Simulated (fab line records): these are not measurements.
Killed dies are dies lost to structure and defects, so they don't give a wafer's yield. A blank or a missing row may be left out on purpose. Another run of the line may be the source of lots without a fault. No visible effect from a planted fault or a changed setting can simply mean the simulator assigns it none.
Matching of chambers :: flow sky130 :: 4 sister chambers for SKY_LI_CONTACT_CMP_24 on cmp-01
The step polishes, stops on PSG, t overpolish 20 s, target thk 0 nm. 8 wafers are shown with their chamber, then 9 later ones without.

== WAFERS, EACH WITH ITS CHAMBER ==
wafer: L268.1
chamber: 3
time_to_endpoint_s (s): 99
motor_current_A (A): 11.3

wafer: L274.5
chamber: 3
time_to_endpoint_s (s): 100
motor_current_A (A): 10.4

wafer: L276.4
chamber: 2
time_to_endpoint_s (s): 100
motor_current_A (A): 10.0

wafer: L276.5
chamber: 1
time_to_endpoint_s (s): 91
motor_current_A (A): 12.5

wafer: L276.6
chamber: 0
time_to_endpoint_s (s): 92
motor_current_A (A): 11.4

wafer: L277.1
chamber: 1
time_to_endpoint_s (s): 96
motor_current_A (A): 11.0

wafer: L277.2
chamber: 0
time_to_endpoint_s (s): 90
motor_current_A (A): 11.1

wafer: L277.3
chamber: 2
time_to_endpoint_s (s): 103
motor_current_A (A): 10.6

== WAFERS WITHOUT THEIR CHAMBER ==
wafer: L287.2
time_to_endpoint_s (s): 103
motor_current_A (A): 9.9

wafer: L287.3
time_to_endpoint_s (s): 104
motor_current_A (A): 10.9

wafer: L287.4
time_to_endpoint_s (s): 93
motor_current_A (A): 11.5

wafer: L290.2
time_to_endpoint_s (s): 97
motor_current_A (A): 10.4

wafer: L290.5
time_to_endpoint_s (s): 91
motor_current_A (A): 11.2

wafer: L290.6
time_to_endpoint_s (s): 95
motor_current_A (A): 11.6

wafer: L291.1
time_to_endpoint_s (s): 103
motor_current_A (A): 10.7

wafer: L291.4
time_to_endpoint_s (s): 92
motor_current_A (A): 11.5

wafer: L291.5
time_to_endpoint_s (s): 98
motor_current_A (A): 11.2

== EACH ONE'S CHAMBER ==
wafer: L287.2
from the rows above: can't be placed: 2 or 3
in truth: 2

wafer: L287.3
from the rows above: can't be placed: 2 or 3
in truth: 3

wafer: L287.4
from the rows above: can't be placed: 1 or 0
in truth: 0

wafer: L290.2
from the rows above: can't be placed: 3 or 2 or 1 or 0
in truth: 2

wafer: L290.5
from the rows above: can't be placed: 0 or 1
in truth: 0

wafer: L290.6
from the rows above: can't be placed: 1 or 0 or 3
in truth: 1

wafer: L291.1
from the rows above: can't be placed: 2 or 3
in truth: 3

wafer: L291.4
from the rows above: can't be placed: 0 or 1
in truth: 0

wafer: L291.5
from the rows above: can't be placed: 3 or 2 or 1
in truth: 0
Placed correctly: 0 of 9. Cannot be placed on the basis of these rows: 9; the candidates contain the true chamber in 8. Number placed wrongly: 0.
How it was worked out, from the rows above alone: a wafer's distance from a chamber is the root of the sum, over the readings, of the square of ((its reading less the chamber's mean) divided by the reading's scatter). The wafer belongs to the nearest chamber; if the next one is less than 2 further off, it can't be placed. Each chamber's mean is taken over the wafers shown for it. The scatter is the square root of a quotient: the sum, over the shown wafers, of each reading's squared deviation from its chamber's mean, divided by wafers minus chambers.
